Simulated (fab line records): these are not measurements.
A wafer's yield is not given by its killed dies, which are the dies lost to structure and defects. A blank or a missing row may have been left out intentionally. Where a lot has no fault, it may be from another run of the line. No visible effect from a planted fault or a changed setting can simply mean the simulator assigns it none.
The tool behind it: which one? / flow sfq-line / 42 wafers from 14 lots sampled at 2 of the route's 325 steps

## WHAT THE GAUGES READ, wafer by wafer
SFQ_M6_OVL_MEAS_940.
lot=L772; measured=day 65 03:02; on=overlay-02; M6_OVL (nm)=-8 -3 0
lot=L773; measured=day 68 16:33; on=overlay-01; M6_OVL (nm)=-2 -9 6
lot=L774; measured=day 68 21:22; on=overlay-01; M6_OVL (nm)=11 14 10
lot=L775; measured=day 68 22:33; on=overlay-01; M6_OVL (nm)=-1 -3 7
lot=L776; measured=day 69 02:09; on=overlay-02; M6_OVL (nm)=6 6 7
lot=L779; measured=day 70 13:38; on=overlay-02; M6_OVL (nm)=4 -3 -5
lot=L780; measured=day 70 16:01; on=overlay-02; M6_OVL (nm)=2 2 1
lot=L781; measured=day 70 22:02; on=overlay-01; M6_OVL (nm)=3 -1 3
lot=L786; measured=day 72 11:34; on=overlay-01; M6_OVL (nm)=10 5 8
lot=L790; measured=day 74 14:02; on=overlay-01; M6_OVL (nm)=7 -2 1
lot=L791; measured=day 74 16:32; on=overlay-01; M6_OVL (nm)=6 7 4
lot=L792; measured=day 75 04:34; on=overlay-02; M6_OVL (nm)=2 10 10
lot=L793; measured=day 75 11:38; on=overlay-02; M6_OVL (nm)=1 -2 6
lot=L794; measured=day 76 14:06; on=overlay-02; M6_OVL (nm)=11 8 8

## WHICH TOOL RAN EACH LOT (tool, then ch and the chambers of the sampled wafers, then the start)
lot=L772; SFQ_TRILAYER_C5_ETCH_VIA_ETCH_154=rie-diel-03 ch 2,3, day 64 17:02
lot=L773; SFQ_TRILAYER_C5_ETCH_VIA_ETCH_154=rie-diel-01 ch 0,1, day 65 00:14
lot=L774; SFQ_TRILAYER_C5_ETCH_VIA_ETCH_154=rie-diel-01 ch 1,2, day 65 05:02
lot=L775; SFQ_TRILAYER_C5_ETCH_VIA_ETCH_154=rie-diel-02 ch 1,2,3, day 65 06:14
lot=L776; SFQ_TRILAYER_C5_ETCH_VIA_ETCH_154=rie-diel-01 ch 0,3, day 65 08:38
lot=L779; SFQ_TRILAYER_C5_ETCH_VIA_ETCH_154=rie-diel-03 ch 0,2,3, day 67 04:12
lot=L780; SFQ_TRILAYER_C5_ETCH_VIA_ETCH_154=rie-diel-01 ch 1,2,3, day 67 06:36
lot=L781; SFQ_TRILAYER_C5_ETCH_VIA_ETCH_154=rie-diel-03 ch 2,3, day 67 13:01
lot=L786; SFQ_TRILAYER_C5_ETCH_VIA_ETCH_154=rie-diel-01 ch 1,2,3, day 69 01:01
lot=L790; SFQ_TRILAYER_C5_ETCH_VIA_ETCH_154=rie-diel-01 ch 0,1, day 74 07:56
lot=L791; SFQ_TRILAYER_C5_ETCH_VIA_ETCH_154=rie-diel-02 ch 1,2,3, day 74 09:15
lot=L792; SFQ_TRILAYER_C5_ETCH_VIA_ETCH_154=rie-diel-02 ch 2,3, day 74 23:52
lot=L793; SFQ_TRILAYER_C5_ETCH_VIA_ETCH_154=rie-diel-03 ch 1,3, day 75 08:16
lot=L794; SFQ_TRILAYER_C5_ETCH_VIA_ETCH_154=rie-diel-02 ch 1,2,3, day 76 10:40
- SFQ_TRILAYER_C5_ETCH_VIA_ETCH_154: etches SiO2 in CHF3, stops on Nb, target depth 84 nm.

## AS READ BY THE TOOLS THEMSELVES (means over the sampled wafers that have a number; for cases with no such wafer, the mark the record gives instead)
SFQ_TRILAYER_C5_ETCH_VIA_ETCH_154.
lot=L772; tool=rie-diel-03; chamber-pressure-mTorr (mTorr)=29.99; drypump-motor-current-A (A)=5.4; oes-product-au (a.u.)=0.885
lot=L773; tool=rie-diel-01; chamber-pressure-mTorr (mTorr)=30.00; drypump-motor-current-A (A)=5.6; oes-product-au (a.u.)=0.881
lot=L774; tool=rie-diel-01; chamber-pressure-mTorr (mTorr)=30.01; drypump-motor-current-A (A)=5.8; oes-product-au (a.u.)=0.895
lot=L775; tool=rie-diel-02; chamber-pressure-mTorr (mTorr)=30.04; drypump-motor-current-A (A)=5.4; oes-product-au (a.u.)=0.894
lot=L776; tool=rie-diel-01; chamber-pressure-mTorr (mTorr)=29.99; drypump-motor-current-A (A)=5.9; oes-product-au (a.u.)=0.890
lot=L779; tool=rie-diel-03; chamber-pressure-mTorr (mTorr)=30.00; drypump-motor-current-A (A)=5.4; oes-product-au (a.u.)=0.893
lot=L780; tool=rie-diel-01; chamber-pressure-mTorr (mTorr)=30.01; drypump-motor-current-A (A)=5.8; oes-product-au (a.u.)=0.893
lot=L781; tool=rie-diel-03; chamber-pressure-mTorr (mTorr)=30.02; drypump-motor-current-A (A)=5.6; oes-product-au (a.u.)=0.899
lot=L786; tool=rie-diel-01; chamber-pressure-mTorr (mTorr)=29.99; drypump-motor-current-A (A)=5.8; oes-product-au (a.u.)=0.890
lot=L790; tool=rie-diel-01; chamber-pressure-mTorr (mTorr)=29.99; drypump-motor-current-A (A)=5.8; oes-product-au (a.u.)=0.892
lot=L791; tool=rie-diel-02; chamber-pressure-mTorr (mTorr)=29.98; drypump-motor-current-A (A)=5.4; oes-product-au (a.u.)=0.883
lot=L792; tool=rie-diel-02; chamber-pressure-mTorr (mTorr)=29.98; drypump-motor-current-A (A)=5.7; oes-product-au (a.u.)=0.893
lot=L793; tool=rie-diel-03; chamber-pressure-mTorr (mTorr)=30.00; drypump-motor-current-A (A)=5.8; oes-product-au (a.u.)=0.896
lot=L794; tool=rie-diel-02; chamber-pressure-mTorr (mTorr)=29.99; drypump-motor-current-A (A)=5.4; oes-product-au (a.u.)=0.891

## THE ANSWER, worked out from the rows above alone
Rule: the lots themselves supply what counts as usual. The widest of any qualifying gaps counts: lots, ordered by their means at a reading, are off when they make up no more than a third of the lots, leave a main group of 4 or more, and stand apart from it by 3 or more times the standard deviation of that group's means. If all means in a main group match to the digits the tables above print for the reading, that group is not used. A lot without any number at a reading at which 4 lots or more have one is off too. Any other lot the step has rows for is counted as sound. Order of review: gauges by route order, followed by the tools' own readings, for which a lot's mean as printed above is used. The first step at which some lot is off is used, and at that step the reading that is off furthest; a lot without a number counts as furthest.
Across all readings shown, no lot is off: no conclusion can be drawn from this.

## WHAT THE SIMULATOR HAD INSERTED
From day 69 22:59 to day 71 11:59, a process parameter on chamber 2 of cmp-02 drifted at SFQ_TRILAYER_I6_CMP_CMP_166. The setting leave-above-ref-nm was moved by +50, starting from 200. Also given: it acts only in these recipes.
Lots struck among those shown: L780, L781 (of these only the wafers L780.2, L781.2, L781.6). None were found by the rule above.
